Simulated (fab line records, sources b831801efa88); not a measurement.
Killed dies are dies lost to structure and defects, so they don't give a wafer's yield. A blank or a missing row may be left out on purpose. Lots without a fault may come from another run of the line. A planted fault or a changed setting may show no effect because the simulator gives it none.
Which tool did it? | flow gf180mcu | 24 lots, 72 wafers sampled, at 3 steps of a route of 602

WHAT THE GAUGES READ, wafer by wafer
GF_CONTACT_OVL_MEAS_15.
lot  | measured     | on         | CONTACT_OVL (nm)
L074 | day 16 01:20 | overlay-02 | 10 -6 -5
L075 | day 16 12:35 | overlay-02 | -10 -7 0
L076 | day 16 21:14 | overlay-01 | 4 -1 -3
L077 | day 17 04:59 | overlay-02 | 2 4 3
L078 | day 17 15:53 | overlay-01 | 6 4 -1
L079 | day 18 01:20 | overlay-01 | -9 -2 3
L080 | day 18 04:32 | overlay-02 | -3 -1 -3
L081 | day 18 13:08 | overlay-01 | -3 -4 3
L082 | day 19 09:59 | overlay-02 | -3 7 9
L083 | day 19 11:35 | overlay-02 | 6 -1 -2
L084 | day 19 19:53 | overlay-02 | 1 6 7
L085 | day 20 05:05 | overlay-02 | 7 13 8
L086 | day 20 18:23 | overlay-01 | 7 13 4
L087 | day 20 22:23 | overlay-02 | 5 -3 -3
L088 | day 21 06:41 | overlay-01 | 3 3 -1
L089 | day 21 12:57 | overlay-02 | 8 6 -1
L090 | day 21 21:29 | overlay-01 | -4 -1 -7
L091 | day 22 02:41 | overlay-02 | -4 -2 -6
L092 | day 22 13:47 | overlay-01 | -3 -5 -5
L093 | day 23 01:38 | overlay-01 | 0 -7 -5
L094 | day 23 09:23 | overlay-02 | 8 -5 -2
L095 | day 23 15:41 | overlay-01 | 3 4 0
L096 | day 23 21:23 | overlay-01 | 6 -2 4
L097 | day 24 06:29 | overlay-01 | 10 0 2

GF_V3_CD_MEAS_14: target cd 260 nm.
lot  | measured     | on        | cd_nm (nm)
L074 | day 22 07:58 | cd_sem-02 | 258.2 258.0 258.5
L075 | day 22 19:51 | cd_sem-02 | 259.0 258.9 258.1
L076 | day 23 02:52 | cd_sem-01 | 260.1 259.6 259.4
L077 | day 23 12:01 | cd_sem-01 | 260.4 260.7 260.6
L078 | day 23 23:25 | cd_sem-01 | 258.2 259.6 259.3
L079 | day 24 07:01 | cd_sem-01 | 258.2 259.2 260.4
L080 | day 24 10:48 | cd_sem-02 | 261.5 261.1 260.6
L081 | day 24 19:31 | cd_sem-02 | 259.9 259.5 260.0
L082 | day 25 15:22 | cd_sem-02 | 260.2 261.0 260.2
L083 | day 25 16:00 | cd_sem-02 | 261.9 261.5 261.9
L084 | day 25 23:17 | cd_sem-02 | 257.6 258.9 258.1
L085 | day 26 06:19 | cd_sem-02 | 261.4 261.0 262.2
L086 | day 26 18:19 | cd_sem-01 | 260.3 259.9 261.3
L087 | day 26 22:25 | cd_sem-01 | 259.4 261.1 259.7
L088 | day 27 05:28 | cd_sem-01 | 261.7 261.5 261.7
L089 | day 27 10:04 | cd_sem-02 | 259.5 258.1 257.2
L090 | day 27 16:11 | cd_sem-01 | 259.2 258.0 258.6
L091 | day 27 21:21 | cd_sem-02 | 260.1 260.7 260.3
L092 | day 28 06:49 | cd_sem-02 | 259.4 258.7 259.6
L093 | day 28 16:55 | cd_sem-01 | 260.6 260.1 259.9
L094 | day 28 23:28 | cd_sem-02 | 260.6 261.1 262.0
L095 | day 29 05:22 | cd_sem-01 | 259.7 258.5 258.9
L096 | day 29 09:12 | cd_sem-01 | 258.1 258.0 258.9
L097 | day 29 17:15 | cd_sem-02 | 258.3 257.5 258.1

GF_V5_THK_MEAS_01.
lot  | measured     | on            | V5_CVD_00_THK (nm)
L074 | day 26 06:09 | film_metro-01 | 298.1 300.3 293.3
L075 | day 26 17:09 | film_metro-01 | 299.5 299.4 301.8
L076 | day 27 00:23 | film_metro-03 | 298.4 299.5 294.6
L077 | day 27 08:53 | film_metro-02 | 301.6 297.8 302.7
L078 | day 27 19:04 | film_metro-02 | 300.5 299.4 302.5
L079 | day 28 01:13 | film_metro-01 | 300.5 295.7 300.9
L080 | day 28 05:13 | film_metro-03 | 301.0 300.5 304.1
L081 | day 28 11:02 | film_metro-03 | 297.6 298.1 297.3
L082 | day 29 04:08 | film_metro-01 | 300.8 307.6 303.7
L083 | day 29 06:31 | film_metro-01 | 300.3 295.4 301.8
L084 | day 29 12:28 | film_metro-03 | 302.0 298.9 302.8
L085 | day 29 19:29 | film_metro-02 | 300.2 298.2 298.1
L086 | day 30 07:13 | film_metro-03 | 302.6 303.3 300.1
L087 | day 30 11:01 | film_metro-02 | 298.7 299.1 298.7
L088 | day 30 16:10 | film_metro-03 | 298.6 296.8 302.8
L089 | day 30 20:32 | film_metro-03 | 296.5 302.3 300.2
L090 | day 31 01:55 | film_metro-02 | 301.7 298.5 301.9
L091 | day 31 05:51 | film_metro-03 | 300.9 300.9 299.7
L092 | day 31 15:01 | film_metro-03 | 300.1 300.8 302.0
L093 | day 32 01:29 | film_metro-02 | 299.8 305.0 296.1
L094 | day 32 05:16 | film_metro-03 | 302.9 302.1 305.9
L095 | day 32 10:34 | film_metro-03 | 299.1 300.6 301.1
L096 | day 32 14:36 | film_metro-02 | 303.4 301.3 299.1
L097 | day 32 21:11 | film_metro-03 | 294.1 295.8 294.7

WHICH TOOL RAN EACH LOT (tool, then ch and the chambers of the sampled wafers, then the start)
The record holds no process step before these readings.

WHAT THE TOOLS THEMSELVES READ (means of the sampled wafers that have a number; where no wafer has one, the mark that the record gives instead)
The record holds no such reading with a usual standard deviation.

THE ANSWER, worked out from the rows above alone
Rule: what is usual is taken from the lots themselves. Put in order of their means at a reading, lots are off if they are a third of the lots or fewer, leave a main group of 4 or more, and stand apart from it by a gap of 3 or more times the standard deviation of the main group's means; of several such gaps the widest counts. A main group whose means are all the same, to the digits that the tables above print for the reading, isn't used. A lot without any number at a reading at which 4 lots or more have one is off too. The other lots that the step has rows for count as sound. The gauges are gone through in route order, then the tools' own readings, and for those a lot's mean is taken as printed above. The first step at which some lot is off is used, and at that step the reading that is off furthest; a lot without a number counts as furthest.
No lot is off at any reading shown: from this, nothing can be told.

WHAT THE SIMULATOR HAD PUT IN
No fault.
